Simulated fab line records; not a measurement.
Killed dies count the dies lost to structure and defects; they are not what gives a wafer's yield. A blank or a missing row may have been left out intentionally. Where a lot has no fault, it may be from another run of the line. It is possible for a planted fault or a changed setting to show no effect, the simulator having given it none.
fab line records || flow sky130
record {"lots": 5, "wafers": 15, "lastDay": 50}
route steps=708 shown NWELL@61
lots that met no fault: from a run of the same line without faults
startH: hours from the record's first day to the start of the lot's first wafer shown || waitH: time in hours since the lot's previous step || " repeats the value in the row above || L1.1+2: a row that stands for several wafers || - no value present, or no start provided || * or withheld: withheld || < > ~ a bound
route shown NAME@n: NAME is a module with steps in the file, n the number in the route of the first one || usual: mean and standard deviation over wafers with no fault || same: alike in all rows || chamber/n: place in a boat || sites: the reading at each site || _std_site: the values' standard deviation || _edge_site: mean of outer sites minus mean of inner sites || radiusMm: how far each site lies from the wafer's centre || mask NAME#n: copy n || behind: the last tool/chamber to shape the wafer || hold: reason for holding the lot/hours on hold/outcome of the hold || device: names the non-switching transistor (n, p or np) || end of line: tests run on the same wafers once the route is complete || a step with no rows: only its recipe || killed: at the first sort, the dies lost to defects and structure; wafer yield is something else || map: a wafer's dies, marking killed ones x, the rest . and places with no die _
set.NAME: the run value of the setting; set.NAME@STEP: its run value at that earlier step || model.NAME: the simulator's own value behind a step, which no gauge read
lots at selected steps of the route; one table per step, one row per wafer
services: from which hour (startH, from the record's first day; less than 0 if before it) a tool's chamber was out of use, for how many hours, and why
## steps
# step SKY_NWELL_PEB_08
# recipe {"tempC": 115, "timeS": "withheld"}
# step SKY_NWELL_DEVELOP_09
# recipe {"wallAngleDeg": 90, "developer": "TMAH", "developTimeS": 60, "devTempC": 23}
# step SKY_NWELL_OVL_MEAS_10
# usual {"NWELL_00_OVL": "1.0/1.3"}
{"lot.wafer": "L724.1", "tool": "overlay-01", "chamber": "-", "startH": 110.69, "waitH": "-", "NWELL_00_OVL[nm]": -0.9}
{"lot.wafer": "L724.5", "tool": "overlay-01", "chamber": "-", "startH": 110.69, "waitH": "-", "NWELL_00_OVL[nm]": -0.6}
{"lot.wafer": "L724.6", "tool": "overlay-01", "chamber": "-", "startH": 110.69, "waitH": "-", "NWELL_00_OVL[nm]": 0.5}
{"lot.wafer": "L728.1", "tool": "overlay-01", "chamber": "-", "startH": 129.10, "waitH": "-", "NWELL_00_OVL[nm]": 1.8}
{"lot.wafer": "L728.2", "tool": "overlay-01", "chamber": "-", "startH": 129.10, "waitH": "-", "NWELL_00_OVL[nm]": 2.8}
{"lot.wafer": "L728.6", "tool": "overlay-01", "chamber": "-", "startH": 129.10, "waitH": "-", "NWELL_00_OVL[nm]": 3.3}
{"lot.wafer": "L738.1", "tool": "overlay-01", "chamber": "-", "startH": 189.28, "waitH": "-", "NWELL_00_OVL[nm]": 2.3}
{"lot.wafer": "L738.2", "tool": "overlay-01", "chamber": "-", "startH": 189.28, "waitH": "-", "NWELL_00_OVL[nm]": 2.5}
{"lot.wafer": "L738.3", "tool": "overlay-01", "chamber": "-", "startH": 189.28, "waitH": "-", "NWELL_00_OVL[nm]": 3.3}
{"lot.wafer": "L739.1", "tool": "overlay-01", "chamber": "-", "startH": 198.95, "waitH": "-", "NWELL_00_OVL[nm]": 0.6}
{"lot.wafer": "L739.5", "tool": "overlay-01", "chamber": "-", "startH": 198.95, "waitH": "-", "NWELL_00_OVL[nm]": 2.2}
{"lot.wafer": "L739.6", "tool": "overlay-01", "chamber": "-", "startH": 198.95, "waitH": "-", "NWELL_00_OVL[nm]": 1.4}
{"lot.wafer": "L741.2", "tool": "overlay-01", "chamber": "-", "startH": 208.01, "waitH": "-", "NWELL_00_OVL[nm]": 1.9}
{"lot.wafer": "L741.3", "tool": "overlay-01", "chamber": "-", "startH": 208.01, "waitH": "-", "NWELL_00_OVL[nm]": 1.2}
{"lot.wafer": "L741.4", "tool": "overlay-01", "chamber": "-", "startH": 208.01, "waitH": "-", "NWELL_00_OVL[nm]": 0.8}
# step SKY_NWELL_IMPLANT_11
# recipe {"species": "P", "energyKev": 400, "doseCm2": 1.9e+13, "tiltDeg": "withheld"}
# step SKY_NWELL_IMPLANT_12
# recipe {"species": "P", "energyKev": 121.6, "doseCm2": 1.3e+12, "tiltDeg": "withheld"}
# step SKY_NWELL_IMPLANT_13
# recipe {"species": "P", "energyKev": 50, "doseCm2": 7e+11, "tiltDeg": "withheld"}
# step SKY_NWELL_STRIP_14
# recipe {"chemistry": "O2/N2", "powerW": 1400, "pressureMtorr": 1500, "platenTempC": "withheld", "o2FlowSccm": 3000, "n2FlowSccm": 300, "overashFraction": 0.5}
# usual {"chamberPressureMTorr": "1499.8/1.4", "drypumpMotorCurrentA": "6.1/0.32", "oesProductAu": "0.722/0.0042", "stripTimeToEndpointS": "36.94/0.1"}
{"lot.wafer": "L724.1", "tool": "plasmaAsher-03", "chamber": 0, "startH": 111.18, "waitH": 0.1, "chamberPressureMTorr": 1499.5, "drypumpMotorCurrentA": 6.5, "oesProductAu": 0.719, "rfHoursCounterH": 29, "stripTimeToEndpointS": 37.09}
{"lot.wafer": "L724.5", "tool": "plasmaAsher-03", "chamber": 0, "startH": 111.18, "waitH": 0.1, "chamberPressureMTorr": 1495.5, "drypumpMotorCurrentA": 6.5, "oesProductAu": 0.717, "rfHoursCounterH": "-", "stripTimeToEndpointS": 37.08}
{"lot.wafer": "L724.6", "tool": "plasmaAsher-03", "chamber": 1, "startH": 111.18, "waitH": 0.1, "chamberPressureMTorr": 1498.5, "drypumpMotorCurrentA": 6.0, "oesProductAu": 0.720, "rfHoursCounterH": "-", "stripTimeToEndpointS": 36.97}
{"lot.wafer": "L728.1", "tool": "plasmaAsher-03", "chamber": 0, "startH": 129.59, "waitH": 0.1, "chamberPressureMTorr": 1500.8, "drypumpMotorCurrentA": 6.5, "oesProductAu": 0.733, "rfHoursCounterH": 32, "stripTimeToEndpointS": 37.12}
{"lot.wafer": "L728.2", "tool": "plasmaAsher-03", "chamber": 1, "startH": 129.59, "waitH": 0.1, "chamberPressureMTorr": 1498.7, "drypumpMotorCurrentA": 5.9, "oesProductAu": 0.722, "rfHoursCounterH": 32, "stripTimeToEndpointS": 37.02}
{"lot.wafer": "L728.6", "tool": "plasmaAsher-03", "chamber": 0, "startH": 129.59, "waitH": 0.1, "chamberPressureMTorr": 1500.6, "drypumpMotorCurrentA": 6.5, "oesProductAu": 0.723, "rfHoursCounterH": "-", "stripTimeToEndpointS": 37.00}
{"lot.wafer": "L738.1", "tool": "plasmaAsher-01", "chamber": 1, "startH": 189.77, "waitH": 0.1, "chamberPressureMTorr": 1502.1, "drypumpMotorCurrentA": 5.9, "oesProductAu": 0.719, "rfHoursCounterH": 49, "stripTimeToEndpointS": 36.84}
{"lot.wafer": "L738.2", "tool": "plasmaAsher-01", "chamber": 0, "startH": 189.77, "waitH": 0.1, "chamberPressureMTorr": 1500.2, "drypumpMotorCurrentA": 5.4, "oesProductAu": 0.716, "rfHoursCounterH": 49, "stripTimeToEndpointS": 36.95}
{"lot.wafer": "L738.3", "tool": "plasmaAsher-01", "chamber": 0, "startH": 189.77, "waitH": 0.1, "chamberPressureMTorr": 1499.1, "drypumpMotorCurrentA": 5.4, "oesProductAu": 0.725, "rfHoursCounterH": "-", "stripTimeToEndpointS": 36.94}
{"lot.wafer": "L739.1", "tool": "plasmaAsher-01", "chamber": 0, "startH": 199.44, "waitH": 0.1, "chamberPressureMTorr": 1500.2, "drypumpMotorCurrentA": 5.4, "oesProductAu": 0.718, "rfHoursCounterH": 50, "stripTimeToEndpointS": 36.92}
{"lot.wafer": "L739.5", "tool": "plasmaAsher-01", "chamber": 1, "startH": 199.44, "waitH": 0.1, "chamberPressureMTorr": 1501.0, "drypumpMotorCurrentA": 5.9, "oesProductAu": 0.720, "rfHoursCounterH": "-", "stripTimeToEndpointS": 36.87}
{"lot.wafer": "L739.6", "tool": "plasmaAsher-01", "chamber": 0, "startH": 199.44, "waitH": 0.1, "chamberPressureMTorr": 1499.6, "drypumpMotorCurrentA": 5.4, "oesProductAu": 0.731, "rfHoursCounterH": "-", "stripTimeToEndpointS": 36.91}
{"lot.wafer": "L741.2", "tool": "plasmaAsher-04", "chamber": 1, "startH": 208.49, "waitH": 0.1, "chamberPressureMTorr": 1500.1, "drypumpMotorCurrentA": 6.2, "oesProductAu": 0.729, "rfHoursCounterH": 53, "stripTimeToEndpointS": 36.92}
{"lot.wafer": "L741.3", "tool": "plasmaAsher-04", "chamber": 0, "startH": 208.49, "waitH": 0.1, "chamberPressureMTorr": 1502.4, "drypumpMotorCurrentA": 6.2, "oesProductAu": 0.727, "rfHoursCounterH": "-", "stripTimeToEndpointS": 36.98}
{"lot.wafer": "L741.4", "tool": "plasmaAsher-04", "chamber": 1, "startH": 208.49, "waitH": 0.1, "chamberPressureMTorr": 1498.9, "drypumpMotorCurrentA": 6.2, "oesProductAu": 0.717, "rfHoursCounterH": "-", "stripTimeToEndpointS": 37.06}
# step SKY_NWELL_TW_MEAS_15
# usual {"NWELL_TW": "1813/19"}
{"lot.wafer": "L724.1", "tool": "filmMetro-03", "chamber": "-", "startH": 111.28, "waitH": 0.1, "NWELL_TW": 1800}
{"lot.wafer": "L724.5", "tool": "filmMetro-03", "chamber": "-", "startH": 111.28, "waitH": 0.1, "NWELL_TW": 1806}
{"lot.wafer": "L724.6", "tool": "filmMetro-03", "chamber": "-", "startH": 111.28, "waitH": 0.1, "NWELL_TW": 1802}
{"lot.wafer": "L728.1", "tool": "filmMetro-04", "chamber": "-", "startH": 129.69, "waitH": 0.1, "NWELL_TW": 1826}
{"lot.wafer": "L728.2", "tool": "filmMetro-04", "chamber": "-", "startH": 129.69, "waitH": 0.1, "NWELL_TW": 1832}
{"lot.wafer": "L728.6", "tool": "filmMetro-04", "chamber": "-", "startH": 129.69, "waitH": 0.1, "NWELL_TW": 1837}
{"lot.wafer": "L738.1", "tool": "filmMetro-01", "chamber": "-", "startH": 189.87, "waitH": 0.1, "NWELL_TW": 1778}
{"lot.wafer": "L738.2", "tool": "filmMetro-01", "chamber": "-", "startH": 189.87, "waitH": 0.1, "NWELL_TW": 1785}
{"lot.wafer": "L738.3", "tool": "filmMetro-01", "chamber": "-", "startH": 189.87, "waitH": 0.1, "NWELL_TW": 1783}
{"lot.wafer": "L739.1", "tool": "filmMetro-03", "chamber": "-", "startH": 199.54, "waitH": 0.1, "NWELL_TW": 1812}
{"lot.wafer": "L739.5", "tool": "filmMetro-03", "chamber": "-", "startH": 199.54, "waitH": 0.1, "NWELL_TW": 1807}
{"lot.wafer": "L739.6", "tool": "filmMetro-03", "chamber": "-", "startH": 199.54, "waitH": 0.1, "NWELL_TW": 1803}
{"lot.wafer": "L741.2", "tool": "filmMetro-04", "chamber": "-", "startH": 208.60, "waitH": 0.1, "NWELL_TW": 1839}
{"lot.wafer": "L741.3", "tool": "filmMetro-04", "chamber": "-", "startH": 208.60, "waitH": 0.1, "NWELL_TW": 1836}
{"lot.wafer": "L741.4", "tool": "filmMetro-04", "chamber": "-", "startH": 208.60, "waitH": 0.1, "NWELL_TW": 1830}
# step SKY_NWELL_DEHYDRATE_16
# recipe {"tempC": 200, "timeS": 60}
# step SKY_NWELL_HMDS_17
# recipe {"primeTimeS": 60, "primeTempC": 120}
# step SKY_NWELL_COAT_18
# recipe {"spinRpm": 2000, "resistThkNm": 3000}
# step SKY_NWELL_SOFTBAKE_19
# recipe {"tempC": 110, "timeS": "withheld"}
# step SKY_NWELL_EXPOSE_20
# recipe {"maskId": "NWM_COMPLEMENT", "na": 0.6, "sourceShape": "conventional", "sigmaOuter": 0.6, "polarization": "unpolarized", "targetCdNm": 840, "doseMj": 260}
# usual {"exposureDoseMJCm2": "259.98/0.28"}
{"lot.wafer": "L724.1", "tool": "ilineStepper-02", "chamber": 0, "startH": 119.96, "waitH": "-", "mask": "NWM_COMPLEMENT#0", "exposureDoseMJCm2": 259.92}
{"lot.wafer": "L724.5", "tool": "ilineStepper-02", "chamber": 0, "startH": 119.96, "waitH": "-", "mask": "NWM_COMPLEMENT#0", "exposureDoseMJCm2": 260.27}
{"lot.wafer": "L724.6", "tool": "ilineStepper-02", "chamber": 0, "startH": 119.96, "waitH": "-", "mask": "NWM_COMPLEMENT#0", "exposureDoseMJCm2": 259.86}
{"lot.wafer": "L728.1", "tool": "ilineStepper-02", "chamber": 0, "startH": 139.18, "waitH": "-", "mask": "PWDEM#0", "exposureDoseMJCm2": 259.57}
{"lot.wafer": "L728.2", "tool": "ilineStepper-02", "chamber": 0, "startH": 139.18, "waitH": "-", "mask": "PWDEM#0", "exposureDoseMJCm2": 259.19}
{"lot.wafer": "L728.6", "tool": "ilineStepper-02", "chamber": 0, "startH": 139.18, "waitH": "-", "mask": "PWDEM#0", "exposureDoseMJCm2": 259.54}
{"lot.wafer": "L738.1", "tool": "ilineStepper-01", "chamber": 0, "startH": 200.63, "waitH": "-", "mask": "NWM_COMPLEMENT#0", "exposureDoseMJCm2": 260.16}
{"lot.wafer": "L738.2", "tool": "ilineStepper-01", "chamber": 0, "startH": 200.63, "waitH": "-", "mask": "NWM_COMPLEMENT#0", "exposureDoseMJCm2": 260.34}
{"lot.wafer": "L738.3", "tool": "ilineStepper-01", "chamber": 0, "startH": 200.63, "waitH": "-", "mask": "NWM_COMPLEMENT#0", "exposureDoseMJCm2": 260.22}
{"lot.wafer": "L739.1", "tool": "ilineStepper-02", "chamber": 0, "startH": 209.96, "waitH": "-", "mask": "NWM_COMPLEMENT#0", "exposureDoseMJCm2": 259.41}
{"lot.wafer": "L739.5", "tool": "ilineStepper-02", "chamber": 0, "startH": 209.96, "waitH": "-", "mask": "NWM_COMPLEMENT#0", "exposureDoseMJCm2": 259.96}
{"lot.wafer": "L739.6", "tool": "ilineStepper-02", "chamber": 0, "startH": 209.96, "waitH": "-", "mask": "NWM_COMPLEMENT#0", "exposureDoseMJCm2": 259.98}
{"lot.wafer": "L741.2", "tool": "ilineStepper-02", "chamber": 0, "startH": 220.27, "waitH": "-", "mask": "NWM_COMPLEMENT#0", "exposureDoseMJCm2": 259.85}
{"lot.wafer": "L741.3", "tool": "ilineStepper-02", "chamber": 0, "startH": 220.27, "waitH": "-", "mask": "NWM_COMPLEMENT#0", "exposureDoseMJCm2": 260.04}
{"lot.wafer": "L741.4", "tool": "ilineStepper-02", "chamber": 0, "startH": 220.27, "waitH": "-", "mask": "NWM_COMPLEMENT#0", "exposureDoseMJCm2": 260.16}
# step SKY_NWELL_PEB_21
# recipe {"tempC": 115, "timeS": "withheld"}
# step SKY_NWELL_DEVELOP_22
# recipe {"wallAngleDeg": 90, "developer": "TMAH", "developTimeS": 60, "devTempC": 23}
# step SKY_NWELL_OVL_MEAS_23
# usual {"NWELL_01_OVL": "-0.8/1.4"}
{"lot.wafer": "L724.1", "tool": "overlay-02", "chamber": "-", "startH": 128.98, "waitH": "-", "NWELL_01_OVL[nm]": -2.7}
{"lot.wafer": "L724.5", "tool": "overlay-02", "chamber": "-", "startH": 128.98, "waitH": "-", "NWELL_01_OVL[nm]": -3.3}
{"lot.wafer": "L724.6", "tool": "overlay-02", "chamber": "-", "startH": 128.98, "waitH": "-", "NWELL_01_OVL[nm]": -4.2}
{"lot.wafer": "L728.1", "tool": "overlay-01", "chamber": "-", "startH": 148.89, "waitH": "-", "NWELL_01_OVL[nm]": "-"}
{"lot.wafer": "L728.2", "tool": "overlay-01", "chamber": "-", "startH": 148.89, "waitH": "-", "NWELL_01_OVL[nm]": "-"}
{"lot.wafer": "L728.6", "tool": "overlay-01", "chamber": "-", "startH": 148.89, "waitH": "-", "NWELL_01_OVL[nm]": "-"}
{"lot.wafer": "L738.1", "tool": "overlay-02", "chamber": "-", "startH": 210.79, "waitH": "-", "NWELL_01_OVL[nm]": -0.7}
{"lot.wafer": "L738.2", "tool": "overlay-02", "chamber": "-", "startH": 210.79, "waitH": "-", "NWELL_01_OVL[nm]": -1.2}
{"lot.wafer": "L738.3", "tool": "overlay-02", "chamber": "-", "startH": 210.79, "waitH": "-", "NWELL_01_OVL[nm]": -1.5}
{"lot.wafer": "L739.1", "tool": "overlay-01", "chamber": "-", "startH": 221.03, "waitH": "-", "NWELL_01_OVL[nm]": -2.3}
{"lot.wafer": "L739.5", "tool": "overlay-01", "chamber": "-", "startH": 221.03, "waitH": "-", "NWELL_01_OVL[nm]": -1.6}
{"lot.wafer": "L739.6", "tool": "overlay-01", "chamber": "-", "startH": 221.03, "waitH": "-", "NWELL_01_OVL[nm]": -2.1}
{"lot.wafer": "L741.2", "tool": "overlay-01", "chamber": "-", "startH": 230.95, "waitH": "-", "NWELL_01_OVL[nm]": -0.3}
{"lot.wafer": "L741.3", "tool": "overlay-01", "chamber": "-", "startH": 230.95, "waitH": "-", "NWELL_01_OVL[nm]": -2.1}
{"lot.wafer": "L741.4", "tool": "overlay-01", "chamber": "-", "startH": 230.95, "waitH": "-", "NWELL_01_OVL[nm]": -0.9}
# step SKY_NWELL_IMPLANT_24
# recipe {"species": "B", "energyKev": 140, "doseCm2": 9.2e+12, "tiltDeg": "withheld"}
# step SKY_NWELL_STRIP_25
# recipe {"chemistry": "O2/N2", "powerW": 1400, "pressureMtorr": 1500, "platenTempC": "withheld", "o2FlowSccm": 3000, "n2FlowSccm": 300, "overashFraction": 0.5}
# usual {"chamberPressureMTorr": "1499.9/1.3", "drypumpMotorCurrentA": "6.1/0.34", "oesProductAu": "0.723/0.0047", "stripTimeToEndpointS": "36.91/0.08"}
{"lot.wafer": "L724.1", "tool": "plasmaAsher-01", "chamber": 1, "startH": 129.17, "waitH": 0.1, "chamberPressureMTorr": 1500.9, "drypumpMotorCurrentA": 5.9, "oesProductAu": 0.718, "rfHoursCounterH": 42, "stripTimeToEndpointS": 36.92}
{"lot.wafer": "L724.5", "tool": "plasmaAsher-01", "chamber": 0, "startH": 129.17, "waitH": 0.1, "chamberPressureMTorr": 1501.3, "drypumpMotorCurrentA": 5.4, "oesProductAu": 0.720, "rfHoursCounterH": "-", "stripTimeToEndpointS": 36.93}
{"lot.wafer": "L724.6", "tool": "plasmaAsher-01", "chamber": 1, "startH": 129.17, "waitH": 0.1, "chamberPressureMTorr": 1500.3, "drypumpMotorCurrentA": 5.9, "oesProductAu": 0.717, "rfHoursCounterH": "-", "stripTimeToEndpointS": 36.88}
{"lot.wafer": "L728.1", "tool": "plasmaAsher-03", "chamber": 1, "startH": 149.08, "waitH": 0.1, "chamberPressureMTorr": 1499.8, "drypumpMotorCurrentA": 6.0, "oesProductAu": 0.723, "rfHoursCounterH": 34, "stripTimeToEndpointS": 36.84}
{"lot.wafer": "L728.2", "tool": "plasmaAsher-03", "chamber": 0, "startH": 149.08, "waitH": 0.1, "chamberPressureMTorr": 1500.5, "drypumpMotorCurrentA": 6.5, "oesProductAu": 0.719, "rfHoursCounterH": 34, "stripTimeToEndpointS": 36.88}
{"lot.wafer": "L728.6", "tool": "plasmaAsher-03", "chamber": 1, "startH": 149.08, "waitH": 0.1, "chamberPressureMTorr": 1499.9, "drypumpMotorCurrentA": 6.0, "oesProductAu": 0.717, "rfHoursCounterH": "-", "stripTimeToEndpointS": 36.83}
{"lot.wafer": "L738.1", "tool": "plasmaAsher-01", "chamber": 1, "startH": 210.98, "waitH": 0.1, "chamberPressureMTorr": 1499.9, "drypumpMotorCurrentA": 5.9, "oesProductAu": 0.721, "rfHoursCounterH": 51, "stripTimeToEndpointS": 36.80}
{"lot.wafer": "L738.2", "tool": "plasmaAsher-01", "chamber": 0, "startH": 210.98, "waitH": 0.1, "chamberPressureMTorr": 1500.6, "drypumpMotorCurrentA": 5.4, "oesProductAu": 0.726, "rfHoursCounterH": 51, "stripTimeToEndpointS": 36.76}
{"lot.wafer": "L738.3", "tool": "plasmaAsher-01", "chamber": 1, "startH": 210.98, "waitH": 0.1, "chamberPressureMTorr": 1499.0, "drypumpMotorCurrentA": 5.9, "oesProductAu": 0.723, "rfHoursCounterH": "-", "stripTimeToEndpointS": 36.76}
{"lot.wafer": "L739.1", "tool": "plasmaAsher-04", "chamber": 0, "startH": 221.21, "waitH": 0.1, "chamberPressureMTorr": 1499.8, "drypumpMotorCurrentA": 6.2, "oesProductAu": 0.723, "rfHoursCounterH": 54, "stripTimeToEndpointS": 36.77}
{"lot.wafer": "L739.5", "tool": "plasmaAsher-04", "chamber": 1, "startH": 221.21, "waitH": 0.1, "chamberPressureMTorr": 1498.6, "drypumpMotorCurrentA": 6.2, "oesProductAu": 0.716, "rfHoursCounterH": "-", "stripTimeToEndpointS": 36.77}
{"lot.wafer": "L739.6", "tool": "plasmaAsher-04", "chamber": 0, "startH": 221.21, "waitH": 0.1, "chamberPressureMTorr": 1498.2, "drypumpMotorCurrentA": 6.2, "oesProductAu": 0.721, "rfHoursCounterH": "-", "stripTimeToEndpointS": 36.80}
{"lot.wafer": "L741.2", "tool": "plasmaAsher-03", "chamber": 0, "startH": 231.13, "waitH": 0.1, "chamberPressureMTorr": 1500.7, "drypumpMotorCurrentA": 6.5, "oesProductAu": 0.722, "rfHoursCounterH": 42, "stripTimeToEndpointS": 36.85}
{"lot.wafer": "L741.3", "tool": "plasmaAsher-03", "chamber": 1, "startH": 231.13, "waitH": 0.1, "chamberPressureMTorr": 1502.3, "drypumpMotorCurrentA": 5.9, "oesProductAu": 0.719, "rfHoursCounterH": "-", "stripTimeToEndpointS": 37.00}
{"lot.wafer": "L741.4", "tool": "plasmaAsher-03", "chamber": 0, "startH": 231.13, "waitH": 0.1, "chamberPressureMTorr": 1500.3, "drypumpMotorCurrentA": 6.5, "oesProductAu": 0.726, "rfHoursCounterH": "-", "stripTimeToEndpointS": 36.74}
# step SKY_NWELL_TW_MEAS_26
# usual {"NWELL_2_TW": "493/5.8"}
{"lot.wafer": "L724.1", "tool": "filmMetro-04", "chamber": "-", "startH": 129.27, "waitH": 0.1, "NWELL_2_TW": 498}
{"lot.wafer": "L724.5", "tool": "filmMetro-04", "chamber": "-", "startH": 129.27, "waitH": 0.1, "NWELL_2_TW": 502}
{"lot.wafer": "L724.6", "tool": "filmMetro-04", "chamber": "-", "startH": 129.27, "waitH": 0.1, "NWELL_2_TW": 500}
{"lot.wafer": "L728.1", "tool": "filmMetro-04", "chamber": "-", "startH": 149.18, "waitH": 0.1, "NWELL_2_TW": 30}
{"lot.wafer": "L728.2", "tool": "filmMetro-04", "chamber": "-", "startH": 149.18, "waitH": 0.1, "NWELL_2_TW": 30}
{"lot.wafer": "L728.6", "tool": "filmMetro-04", "chamber": "-", "startH": 149.18, "waitH": 0.1, "NWELL_2_TW": 30}
{"lot.wafer": "L738.1", "tool": "filmMetro-01", "chamber": "-", "startH": 211.08, "waitH": 0.1, "NWELL_2_TW": 493}
{"lot.wafer": "L738.2", "tool": "filmMetro-01", "chamber": "-", "startH": 211.08, "waitH": 0.1, "NWELL_2_TW": 492}
{"lot.wafer": "L738.3", "tool": "filmMetro-01", "chamber": "-", "startH": 211.08, "waitH": 0.1, "NWELL_2_TW": 490}
{"lot.wafer": "L739.1", "tool": "filmMetro-01", "chamber": "-", "startH": 221.31, "waitH": 0.1, "NWELL_2_TW": 486}
{"lot.wafer": "L739.5", "tool": "filmMetro-01", "chamber": "-", "startH": 221.31, "waitH": 0.1, "NWELL_2_TW": 489}
{"lot.wafer": "L739.6", "tool": "filmMetro-01", "chamber": "-", "startH": 221.31, "waitH": 0.1, "NWELL_2_TW": 491}
{"lot.wafer": "L741.2", "tool": "filmMetro-01", "chamber": "-", "startH": 231.24, "waitH": 0.1, "NWELL_2_TW": 489}
{"lot.wafer": "L741.3", "tool": "filmMetro-01", "chamber": "-", "startH": 231.24, "waitH": 0.1, "NWELL_2_TW": 487}
{"lot.wafer": "L741.4", "tool": "filmMetro-01", "chamber": "-", "startH": 231.24, "waitH": 0.1, "NWELL_2_TW": 487}
# step SKY_NWELL_CLEAN_27
# recipe {"chemistry": "SC1/SC2", "mix": "1:4:20", "tempC": 70, "timeS": 150, "dry": "n2Spin"}
## services
{"tool": "plasmaAsher-01", "chamber": "-", "startH": 89.21, "hours": 33.5, "kind": "repair"}
{"tool": "ilineStepper-02", "chamber": "-", "startH": 113.01, "hours": 0.8, "kind": "repair"}
{"tool": "plasmaAsher-01", "chamber": "-", "startH": 153.73, "hours": 2.8, "kind": "pm"}
{"tool": "ilineStepper-01", "chamber": 0, "startH": 174.26, "hours": "-", "kind": "calibration"}
{"tool": "ilineStepper-02", "chamber": 0, "startH": 181.34, "hours": "-", "kind": "calibration"}
{"tool": "plasmaAsher-03", "chamber": "-", "startH": 207.40, "hours": 0.8, "kind": "repair"}
## key
firstSign {"step": "SKY_NWELL_EXPOSE_20", "reading": "mask", "direction": "changed"}
effect {"step": "SKY_NWELL_OVL_MEAS_23", "reading": "NWELL_01_OVL", "direction": "missing"}
effect {"step": "SKY_NWELL_TW_MEAS_26", "reading": "NWELL_2_TW", "direction": "down", "sigmas": 80, "usual": 493, "struck": 30}
metAt SKY_NWELL_EXPOSE_20
struckWafers L728.1,L728.2,L728.6
sortLeftOut L728.1,L728.2,L728.6
testerLeftOut L728
onsetBetween 119.96 139.18
fault {"kind": "wrongMask", "tool": "any", "chamber": "-", "onsetH": 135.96, "steps": "SKY_NWELL_EXPOSE_20", "auxCopy": "PWDEM#0", "scope": "struckLotsOnly"}
# testerLeftOut: of these lots the tester's yield and bins aren't shown, on N5 and GAA mostly nor the transistor test; their killed dies are dies lost to structure and defects alone, not to doping, threshold or leakage, so they don't give the yield
# sortLeftOut: the simulated sort isn't trusted on such a fault, so these wafers' sort isn't shown, and their yield isn't known
